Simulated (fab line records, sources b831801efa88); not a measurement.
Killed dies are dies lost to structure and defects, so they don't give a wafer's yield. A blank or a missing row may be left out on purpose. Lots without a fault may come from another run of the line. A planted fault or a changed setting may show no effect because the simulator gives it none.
Which tool did it? | flow sky130 | 11 lots, 33 wafers sampled, at 2 steps of a route of 708

WHAT THE GAUGES READ, wafer by wafer
SKY_VT_ADJUST_NCORE_CD_MEAS_07: target cd 380 nm. Usual: cd_nm 379.1 nm, standard deviation 2.4.
lot  | measured     | on        | cd_nm (nm)        | flag
L285 | day 8 12:14  | cd_sem-02 | 380.2 379.0 377.8 |
L286 | day 8 15:44  | cd_sem-01 | 379.4 378.6 377.2 |
L288 | day 9 06:28  | cd_sem-02 | 383.6 383.0 381.3 |
L289 | day 9 12:49  | cd_sem-02 | 377.9 378.0 377.7 |
L293 | day 11 00:56 | cd_sem-02 | 379.1 379.4 378.9 |
L296 | day 11 22:54 | cd_sem-01 | 378.9 380.3 376.0 |
L297 | day 12 05:55 | cd_sem-01 | 377.0 379.0 377.8 |
L298 | day 12 10:06 | cd_sem-02 | 375.3 373.8 377.2 |
L299 | day 12 18:50 | cd_sem-01 | 385.5 387.8 384.0 |
L306 | day 14 18:28 | cd_sem-01 | 375.9 378.7 376.2 |
L308 | day 15 09:38 | cd_sem-01 | 380.1 381.6 379.6 |

WHICH TOOL RAN EACH LOT (tool, then ch and the chambers of the sampled wafers, then the start)
lot  | SKY_VT_ADJUST_NCORE_COAT_02
L285 | litho_track-01 ch 0, day 8 02:19
L286 | litho_track-01 ch 0, day 8 05:34
L288 | litho_track-04 ch 0, day 8 19:01
L289 | litho_track-04 ch 0, day 9 02:25
L293 | litho_track-01 ch 0, day 10 12:47
L296 | litho_track-02 ch 0, day 11 10:31
L297 | litho_track-04 ch 0, day 11 17:56
L298 | litho_track-04 ch 0, day 11 22:04
L299 | litho_track-04 ch 0, day 12 06:29
L306 | litho_track-01 ch 0, day 14 04:58
L308 | litho_track-01 ch 0, day 14 20:11
- SKY_VT_ADJUST_NCORE_COAT_02: resist thk 1140 nm.

WHAT THE TOOLS THEMSELVES READ (means of the sampled wafers that have a number; where no wafer has one, the mark that the record gives instead)
The record holds no such reading with a usual standard deviation.

THE ANSWER, worked out from the rows above alone
Rule: a lot is off if the mean of its wafers that have a number lies more than 3 standard deviations from the usual mean. A lot without any number at a reading at which 4 lots or more have one is off too. The other lots that the step has rows for count as sound. The gauges are gone through in route order, then the tools' own readings, and for those a lot's mean is taken as printed above. The first step at which some lot is off is used, and at that step the reading that is off furthest; a lot without a number counts as furthest.
No lot is off at any reading shown: from this, nothing can be told.

WHAT THE SIMULATOR HAD PUT IN
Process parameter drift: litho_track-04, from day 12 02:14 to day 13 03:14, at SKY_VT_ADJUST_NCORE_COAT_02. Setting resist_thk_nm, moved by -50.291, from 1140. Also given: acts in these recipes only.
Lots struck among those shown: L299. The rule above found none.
